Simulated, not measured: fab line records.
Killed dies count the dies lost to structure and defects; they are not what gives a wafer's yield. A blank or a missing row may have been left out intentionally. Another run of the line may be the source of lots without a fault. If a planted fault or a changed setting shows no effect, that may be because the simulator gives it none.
A struck lot beside a sound one -- flow sky130 -- 18 out of 708 route steps
Sound: wafers L646.3, L646.4, L646.5. The struck wafers were L655.1, L655.3, L655.6. The cause is named last.
Each step with rows lists, per side, the tool, then ch with its chambers, then its first start. Under that, the readings that differ: sound wafers -- struck wafers -- difference of the means -- sigmas: that difference in standard deviations of wafers without a fault.
alike: readings whose means differ by less than 2 such deviations, and words and numbers that are the same on both sides. not compared: withheld readings, readings that some wafer has no value for, bounds like >300 that may hide the same value, and numbers for which the record gives no deviation and whose values overlap.
A row with sigmas, a row that says differs or no value, or rows on one side alone: a step with any of these is where the two part. Non-overlapping numbers with no deviation appear without sigmas and do not part them. Lack of a reading on every wafer of one side parts them only where that side has two or more wafers.

first, 3 steps without rows for these wafers: SKY_POLY_CUT_EXPOSE_05 (exposes mask NPCM, target cd 270 nm); SKY_POLY_CUT_PEB_06; SKY_POLY_CUT_DEVELOP_07 (develop time 60 s).
SKY_POLY_CUT_CD_MEAS_08: target cd 270 nm.
  sound on cd-sem-01, day 25 17:04; struck on cd-sem-01, day 28 12:43
reading,sound,struck,difference,sigmas
cd-nm (nm),268.6 269.2 268.7,272.0 272.1 271.9,+3.2,+2
SKY_POLY_CUT_OVL_MEAS_09:
  sound on overlay-01, day 25 17:10; struck on overlay-02, day 28 12:50
  alike: POLY_CUT_OVL
SKY_POLY_CUT_ETCH_10: etches BARC in N2/H2, stops on SiO2, time 45.9 s, target depth 60 nm.
  sound on rie-diel-01 ch 0,1, day 25 17:11; struck on rie-diel-03 ch 0,1,3, day 28 12:52
  alike: drypump-motor-current-A, h2-flow-sccm, oes-product-au, rf-fwd-power-W, throttle-valve-pct
  not compared: rf-hours-counter-h
SKY_POLY_CUT_ETCH_11: etches Si3N4 in CF4/CH2F2/Ar, stops on poly-Si, time 42.5 s, target depth 60 nm.
  sound on rie-diel-01 ch 0,1, day 25 17:13; struck on rie-diel-03 ch 0,1,3, day 28 12:55
  alike: drypump-motor-current-A, oes-product-au, rf-fwd-power-W, throttle-valve-pct
  not compared: rf-hours-counter-h
SKY_POLY_CUT_STRIP_12: strips in O2/N2.
  sound on plasma-asher-04 ch 0,1, day 25 17:18; struck on plasma-asher-03 ch 0,1, day 28 12:57
  alike: drypump-motor-current-A, oes-product-au, strip-time-to-endpoint-s
  not compared: rf-hours-counter-h
then, 4 steps without rows for these wafers: SKY_SD_P_DEHYDRATE_00 (time 60 s); SKY_SD_P_HMDS_01 (prime time 60 s); SKY_SD_P_COAT_02 (resist thk 1140 nm); SKY_SD_P_SOFTBAKE_03 (time 60 s).
SKY_SD_P_EXPOSE_04: exposes mask PSDM, target cd 380 nm.
  sound on iline-stepper-02 ch 0, day 26 07:42; struck on iline-stepper-02 ch 0, day 29 03:20
reading,sound,struck,difference,sigmas
mask,PSDM#0 PSDM#0 PSDM#0,PSDM_R1#0 PSDM_R1#0 PSDM_R1#0,differs,
then, 2 steps without rows for these wafers: SKY_SD_P_PEB_05; SKY_SD_P_DEVELOP_06 (develop time 60 s).
SKY_SD_P_CD_MEAS_07: target cd 380 nm.
  sound on cd-sem-01, day 26 21:33; struck on cd-sem-02, day 29 17:50
reading,sound,struck,difference,sigmas
cd-nm (nm),373.0 375.7 373.3,409.8 410.0 407.7,+35.2,+14
SKY_SD_P_OVL_MEAS_08:
  sound on overlay-01, day 26 21:39; struck on overlay-01, day 29 17:58
  alike: SD_P_OVL
-- here the record skips 19 days between the struck wafers' starts before and after, leaving off in module SD_P and picking up in module PAD_OPEN (first step shown: number 708 of the route) --
SKY_PAD_OPEN_PROBE_99:
  the record has rows for the struck wafers here (prober-01, day 48 22:50) and none for the sound ones

== WHERE THEY PART ==
At SKY_POLY_CUT_CD_MEAS_08 first; at SKY_PAD_OPEN_PROBE_99 last (within this record only).

WHY: what the simulator had put in
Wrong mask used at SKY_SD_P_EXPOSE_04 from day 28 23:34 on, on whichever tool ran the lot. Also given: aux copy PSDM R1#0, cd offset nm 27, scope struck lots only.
